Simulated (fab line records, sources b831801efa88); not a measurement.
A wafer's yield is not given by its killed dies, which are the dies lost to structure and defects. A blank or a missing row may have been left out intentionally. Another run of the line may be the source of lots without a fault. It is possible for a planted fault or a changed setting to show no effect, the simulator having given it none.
The tool behind it: which one? + flow sky130 + 24 lots, 72 wafers sampled, at 6 steps of a route of 708

## WHAT THE GAUGES SHOWED, per wafer
SKY_VIA4_BOW_MEAS_03.
| lot  | measured     | on            | VIA4_BOW (um) |
|------|--------------|---------------|---------------|
| L074 | day 41 18:41 | film-metro-02 | 89 72 85      |
| L075 | day 41 21:06 | film-metro-01 | 85 85 82      |
| L076 | day 42 10:50 | film-metro-04 | 87 89 80      |
| L077 | day 42 20:40 | film-metro-04 | 76 87 76      |
| L078 | day 43 02:26 | film-metro-02 | 97 101 85     |
| L079 | day 43 08:30 | film-metro-04 | 92 74 85      |
| L080 | day 43 20:49 | film-metro-04 | 87 78 75      |
| L081 | day 44 00:08 | film-metro-01 | 78 92 77      |
| L082 | day 44 08:31 | film-metro-02 | 70 67 78      |
| L083 | day 44 11:37 | film-metro-01 | 76 78 78      |
| L084 | day 44 18:01 | film-metro-04 | 73 83 88      |
| L086 | day 45 04:33 | film-metro-01 | 67 76 72      |
| L085 | day 45 07:10 | film-metro-02 | 94 102 89     |
| L087 | day 45 11:15 | film-metro-04 | 81 64 68      |
| L088 | day 45 15:40 | film-metro-01 | 88 80 94      |
| L089 | day 45 22:47 | film-metro-02 | 79 72 70      |
| L090 | day 45 23:24 | film-metro-02 | 70 91 85      |
| L091 | day 46 12:07 | film-metro-02 | 90 84 91      |
| L092 | day 46 15:28 | film-metro-02 | 79 79 68      |
| L093 | day 46 22:51 | film-metro-02 | 84 80 89      |
| L094 | day 47 05:38 | film-metro-02 | 64 65 74      |
| L095 | day 47 06:53 | film-metro-02 | 72 75 73      |
| L096 | day 47 15:44 | film-metro-02 | 74 82 72      |
| L097 | day 47 19:03 | film-metro-01 | 99 77 80      |

SKY_PAD_OPEN_BOW_MEAS_13.
| lot  | measured     | on            | PAD_OPEN_BOW (um) |
|------|--------------|---------------|-------------------|
| L074 | day 45 17:05 | film-metro-03 | 61 45 56          |
| L075 | day 45 19:27 | film-metro-02 | 51 51 48          |
| L076 | day 46 07:37 | film-metro-02 | 53 55 48          |
| L077 | day 46 16:09 | film-metro-03 | 44 55 46          |
| L078 | day 46 21:14 | film-metro-04 | 69 74 58          |
| L079 | day 47 02:52 | film-metro-03 | 59 43 51          |
| L080 | day 47 13:19 | film-metro-02 | 53 45 42          |
| L081 | day 47 16:29 | film-metro-02 | 43 57 44          |
| L082 | day 47 23:34 | film-metro-03 | 37 37 48          |
| L083 | day 48 02:02 | film-metro-03 | 40 40 42          |
| L084 | day 48 08:18 | film-metro-02 | 37 48 55          |
| L086 | day 48 16:51 | film-metro-03 | 32 40 35          |
| L085 | day 48 19:52 | film-metro-03 | 64 71 58          |
| L087 | day 48 22:28 | film-metro-04 | 53 36 40          |
| L088 | day 49 02:49 | film-metro-02 | 54 47 61          |
| L089 | day 49 08:28 | film-metro-04 | 48 41 40          |
| L090 | day 49 10:52 | film-metro-03 | 35 56 50          |
| L091 | day 49 19:16 | film-metro-03 | 54 46 54          |
| L092 | day 49 23:02 | film-metro-02 | 48 48 38          |
| L093 | day 50 04:34 | film-metro-02 | 52 48 59          |
| L094 | day 50 09:53 | film-metro-02 | 30 33 42          |
| L095 | day 50 10:53 | film-metro-03 | 42 44 43          |
| L096 | day 50 18:41 | film-metro-02 | 42 50 42          |
| L097 | day 50 23:22 | film-metro-03 | 63 43 46          |

## TOOL THAT RAN EACH LOT (tool first, then ch and the chambers of the sampled wafers, then the start)
| lot  | SKY_METAL4_DESCUM_15              | SKY_METAL5_SPUTTER_00        | SKY_METAL5_SPUTTER_02        | SKY_METAL5_METAL_ETCH_15          |
|------|-----------------------------------|------------------------------|------------------------------|-----------------------------------|
| L074 | rie-metal-02 ch 0,1, day 41 17:13 | pvd-sputter-03, day 42 18:58 | pvd-sputter-03, day 42 19:01 | rie-metal-02 ch 0,1, day 43 17:58 |
| L075 | rie-metal-04 ch 1, day 41 19:20   | pvd-sputter-02, day 42 22:04 | pvd-sputter-02, day 42 22:07 | rie-metal-03 ch 0,1, day 43 20:57 |
| L076 | rie-metal-04 ch 0,1, day 42 09:21 | pvd-sputter-01, day 43 11:05 | pvd-sputter-01, day 43 11:08 | rie-metal-02 ch 0,1, day 44 09:38 |
| L077 | rie-metal-04 ch 0,1, day 42 19:11 | pvd-sputter-03, day 43 21:01 | pvd-sputter-03, day 43 21:04 | rie-metal-04 ch 0,1, day 44 19:03 |
| L078 | rie-metal-01 ch 0,1, day 43 00:59 | pvd-sputter-02, day 44 01:46 | pvd-sputter-02, day 44 01:49 | rie-metal-03 ch 0,1, day 45 00:19 |
| L079 | rie-metal-01 ch 0,1, day 43 07:01 | pvd-sputter-01, day 44 08:27 | pvd-sputter-01, day 44 08:30 | rie-metal-03 ch 0,1, day 45 06:12 |
| L080 | rie-metal-01 ch 0,1, day 43 19:17 | pvd-sputter-01, day 44 19:59 | pvd-sputter-01, day 44 20:02 | rie-metal-04 ch 0,1, day 45 17:29 |
| L081 | rie-metal-02 ch 0,1, day 43 22:38 | pvd-sputter-03, day 44 23:12 | pvd-sputter-03, day 44 23:15 | rie-metal-04 ch 0,1, day 45 20:16 |
| L082 | rie-metal-02 ch 1, day 44 06:56   | pvd-sputter-03, day 45 07:44 | pvd-sputter-03, day 45 07:47 | rie-metal-03 ch 0,1, day 46 04:30 |
| L083 | rie-metal-01 ch 0,1, day 44 10:02 | pvd-sputter-02, day 45 10:56 | pvd-sputter-02, day 45 11:00 | rie-metal-03 ch 0,1, day 46 07:20 |
| L084 | rie-metal-04 ch 0,1, day 44 15:52 | pvd-sputter-02, day 45 16:58 | pvd-sputter-02, day 45 17:01 | rie-metal-04 ch 0,1, day 46 13:42 |
| L086 | rie-metal-01 ch 0,1, day 45 02:50 | pvd-sputter-02, day 46 02:43 | pvd-sputter-02, day 46 02:46 | rie-metal-02 ch 0,1, day 46 23:16 |
| L085 | rie-metal-02 ch 0,1, day 45 05:41 | pvd-sputter-03, day 46 05:09 | pvd-sputter-03, day 46 05:12 | rie-metal-02 ch 0,1, day 47 02:05 |
| L087 | rie-metal-02 ch 0,1, day 45 09:38 | pvd-sputter-03, day 46 09:18 | pvd-sputter-03, day 46 09:21 | rie-metal-03 ch 0,1, day 47 05:49 |
| L088 | rie-metal-02 ch 0, day 45 14:04   | pvd-sputter-02, day 46 13:31 | pvd-sputter-02, day 46 13:34 | rie-metal-02 ch 0,1, day 47 09:47 |
| L089 | rie-metal-02 ch 0,1, day 45 21:20 | pvd-sputter-02, day 46 20:22 | pvd-sputter-02, day 46 20:25 | rie-metal-04 ch 0, day 47 16:11   |
| L090 | rie-metal-02 ch 1, day 45 21:55   | pvd-sputter-01, day 46 21:34 | pvd-sputter-01, day 46 21:37 | rie-metal-04 ch 0, day 47 17:43   |
| L091 | rie-metal-02 ch 0,1, day 46 10:32 | pvd-sputter-03, day 47 09:34 | pvd-sputter-03, day 47 09:37 | rie-metal-04 ch 0,1, day 48 05:08 |
| L092 | rie-metal-01 ch 0, day 46 13:50   | pvd-sputter-01, day 47 12:16 | pvd-sputter-01, day 47 12:18 | rie-metal-02 ch 0,1, day 48 08:09 |
| L093 | rie-metal-02 ch 0,1, day 46 21:17 | pvd-sputter-02, day 47 19:57 | pvd-sputter-02, day 47 20:00 | rie-metal-02 ch 0,1, day 48 14:58 |
| L094 | rie-metal-02 ch 0,1, day 47 04:02 | pvd-sputter-02, day 48 02:31 | pvd-sputter-02, day 48 02:34 | rie-metal-04 ch 0,1, day 48 20:58 |
| L095 | rie-metal-01 ch 0,1, day 47 05:21 | pvd-sputter-03, day 48 03:36 | pvd-sputter-03, day 48 03:39 | rie-metal-03 ch 1, day 48 22:15   |
| L096 | rie-metal-02 ch 0,1, day 47 13:17 | pvd-sputter-01, day 48 12:09 | pvd-sputter-01, day 48 12:12 | rie-metal-03 ch 1, day 49 06:31   |
| L097 | rie-metal-02 ch 0,1, day 47 17:25 | pvd-sputter-01, day 48 15:25 | pvd-sputter-01, day 48 15:28 | rie-metal-04 ch 0,1, day 49 09:10 |
- SKY_METAL4_DESCUM_15: chemistry O2, time 8 s.
- SKY_METAL5_SPUTTER_00: material Ti, target thk 15 nm, time 10 s.
- SKY_METAL5_SPUTTER_02: material AlCu, target thk 1150 nm, time 61.2 s.
- SKY_METAL5_METAL_ETCH_15: etches the open film in Cl2/BCl3, stops on SiO2, target depth 1260 nm, time 252 s.

## AS READ BY THE TOOLS THEMSELVES (means over the sampled wafers that have a number; for cases with no such wafer, the mark the record gives instead)
SKY_METAL4_DESCUM_15.
| lot  | tool         | drypump-motor-current-A (A) | oes-product-au (a.u.) | temp-c (C) |
|------|--------------|-----------------------------|-----------------------|------------|
| L074 | rie-metal-02 | 5.3                         | 0.993                 | 39.96      |
| L075 | rie-metal-04 | 5.5                         | 0.989                 | 40.08      |
| L076 | rie-metal-04 | 5.6                         | 0.992                 | 39.96      |
| L077 | rie-metal-04 | 5.6                         | 0.998                 | 40.00      |
| L078 | rie-metal-01 | 6.1                         | 1.008                 | 39.91      |
| L079 | rie-metal-01 | 5.9                         | 1.004                 | 40.07      |
| L080 | rie-metal-01 | 5.9                         | 1.007                 | 40.06      |
| L081 | rie-metal-02 | 5.6                         | 0.995                 | 39.89      |
| L082 | rie-metal-02 | 5.8                         | 0.986                 | 39.93      |
| L083 | rie-metal-01 | 6.1                         | 1.003                 | 39.99      |
| L084 | rie-metal-04 | 5.6                         | 0.994                 | 39.99      |
| L086 | rie-metal-01 | 6.1                         | 1.010                 | 39.99      |
| L085 | rie-metal-02 | 5.3                         | 1.001                 | 39.94      |
| L087 | rie-metal-02 | 5.5                         | 0.995                 | 40.03      |
| L088 | rie-metal-02 | 5.1                         | 0.989                 | 40.03      |
| L089 | rie-metal-02 | 5.3                         | 0.995                 | 39.86      |
| L090 | rie-metal-02 | 5.8                         | 0.992                 | 39.98      |
| L091 | rie-metal-02 | 5.5                         | 0.999                 | 40.00      |
| L092 | rie-metal-01 | 6.3                         | 0.992                 | 39.95      |
| L093 | rie-metal-02 | 5.5                         | 0.991                 | 39.99      |
| L094 | rie-metal-02 | 5.5                         | 0.990                 | 40.05      |
| L095 | rie-metal-01 | 5.9                         | 0.999                 | 40.01      |
| L096 | rie-metal-02 | 5.3                         | 0.988                 | 40.10      |
| L097 | rie-metal-02 | 5.3                         | 1.006                 | 39.91      |

SKY_METAL5_SPUTTER_00.
| lot  | tool           | throttle-valve-pct (%) |
|------|----------------|------------------------|
| L074 | pvd-sputter-03 | 29.3                   |
| L075 | pvd-sputter-02 | 29.4                   |
| L076 | pvd-sputter-01 | 30.7                   |
| L077 | pvd-sputter-03 | 29.2                   |
| L078 | pvd-sputter-02 | 29.4                   |
| L079 | pvd-sputter-01 | 30.5                   |
| L080 | pvd-sputter-01 | 30.8                   |
| L081 | pvd-sputter-03 | 29.4                   |
| L082 | pvd-sputter-03 | 30.4                   |
| L083 | pvd-sputter-02 | 29.8                   |
| L084 | pvd-sputter-02 | 29.5                   |
| L086 | pvd-sputter-02 | 30.5                   |
| L085 | pvd-sputter-03 | 31.0                   |
| L087 | pvd-sputter-03 | 30.0                   |
| L088 | pvd-sputter-02 | 29.8                   |
| L089 | pvd-sputter-02 | 29.4                   |
| L090 | pvd-sputter-01 | 30.8                   |
| L091 | pvd-sputter-03 | 30.7                   |
| L092 | pvd-sputter-01 | 30.7                   |
| L093 | pvd-sputter-02 | 29.7                   |
| L094 | pvd-sputter-02 | 29.7                   |
| L095 | pvd-sputter-03 | 30.1                   |
| L096 | pvd-sputter-01 | 30.6                   |
| L097 | pvd-sputter-01 | 30.7                   |

SKY_METAL5_SPUTTER_02.
| lot  | tool           | throttle-valve-pct (%) |
|------|----------------|------------------------|
| L074 | pvd-sputter-03 | 29.2                   |
| L075 | pvd-sputter-02 | 29.4                   |
| L076 | pvd-sputter-01 | 30.7                   |
| L077 | pvd-sputter-03 | 29.4                   |
| L078 | pvd-sputter-02 | 29.3                   |
| L079 | pvd-sputter-01 | 30.5                   |
| L080 | pvd-sputter-01 | 30.8                   |
| L081 | pvd-sputter-03 | 29.4                   |
| L082 | pvd-sputter-03 | 30.6                   |
| L083 | pvd-sputter-02 | 29.8                   |
| L084 | pvd-sputter-02 | 29.3                   |
| L086 | pvd-sputter-02 | 30.3                   |
| L085 | pvd-sputter-03 | 31.0                   |
| L087 | pvd-sputter-03 | 30.1                   |
| L088 | pvd-sputter-02 | 29.9                   |
| L089 | pvd-sputter-02 | 29.7                   |
| L090 | pvd-sputter-01 | 30.8                   |
| L091 | pvd-sputter-03 | 30.6                   |
| L092 | pvd-sputter-01 | 30.8                   |
| L093 | pvd-sputter-02 | 29.5                   |
| L094 | pvd-sputter-02 | 29.7                   |
| L095 | pvd-sputter-03 | 30.2                   |
| L096 | pvd-sputter-01 | 30.7                   |
| L097 | pvd-sputter-01 | 30.5                   |

SKY_METAL5_METAL_ETCH_15.
| lot  | tool         | drypump-motor-current-A (A) | oes-product-au (a.u.) | throttle-valve-pct (%) |
|------|--------------|-----------------------------|-----------------------|------------------------|
| L074 | rie-metal-02 | 5.3                         | 0.886                 | 22.259                 |
| L075 | rie-metal-03 | 5.1                         | 0.891                 | 22.261                 |
| L076 | rie-metal-02 | 5.6                         | 0.891                 | 22.268                 |
| L077 | rie-metal-04 | 5.6                         | 0.896                 | 22.260                 |
| L078 | rie-metal-03 | 5.1                         | 0.892                 | 22.270                 |
| L079 | rie-metal-03 | 5.2                         | 0.900                 | 22.260                 |
| L080 | rie-metal-04 | 5.6                         | 0.896                 | 22.258                 |
| L081 | rie-metal-04 | 5.6                         | 0.895                 | 22.263                 |
| L082 | rie-metal-03 | 5.2                         | 0.893                 | 22.269                 |
| L083 | rie-metal-03 | 5.4                         | 0.897                 | 22.257                 |
| L084 | rie-metal-04 | 5.6                         | 0.891                 | 22.263                 |
| L086 | rie-metal-02 | 5.3                         | 0.893                 | 22.272                 |
| L085 | rie-metal-02 | 5.6                         | 0.894                 | 22.273                 |
| L087 | rie-metal-03 | 5.4                         | 0.895                 | 22.272                 |
| L088 | rie-metal-02 | 5.6                         | 0.888                 | 22.262                 |
| L089 | rie-metal-04 | 5.7                         | 0.891                 | 22.263                 |
| L090 | rie-metal-04 | 5.7                         | 0.895                 | 22.254                 |
| L091 | rie-metal-04 | 5.6                         | 0.898                 | 22.271                 |
| L092 | rie-metal-02 | 5.3                         | 0.889                 | 22.277                 |
| L093 | rie-metal-02 | 5.3                         | 0.895                 | 22.258                 |
| L094 | rie-metal-04 | 5.6                         | 0.890                 | 22.272                 |
| L095 | rie-metal-03 | 5.0                         | 0.896                 | 22.263                 |
| L096 | rie-metal-03 | 5.0                         | 0.891                 | 22.273                 |
| L097 | rie-metal-04 | 5.6                         | 0.890                 | 22.254                 |

## THE ANSWER, worked out from the rows above alone
Rule: usual is defined by the lots themselves. Put in order of their means at a reading, lots are off if they are a third of the lots or fewer, leave a main group of 4 or more, and stand apart from it by a gap of 3 or more times the standard deviation of the main group's means; of several such gaps the widest counts. If all means in a main group match to the digits the tables above print for the reading, that group is not used. A lot without any number at a reading at which 4 lots or more have one is off too. Where the step has rows for the other lots, those lots are counted as sound. First the gauges in route order, then the tools' own readings, where a lot's mean is used as printed above. At the first step where some lot is off, the reading lying furthest off is the one used; lots without a number count as furthest.
Nothing can be told from this: no lot is off at any reading shown.

## WHAT THE SIMULATOR PUT IN
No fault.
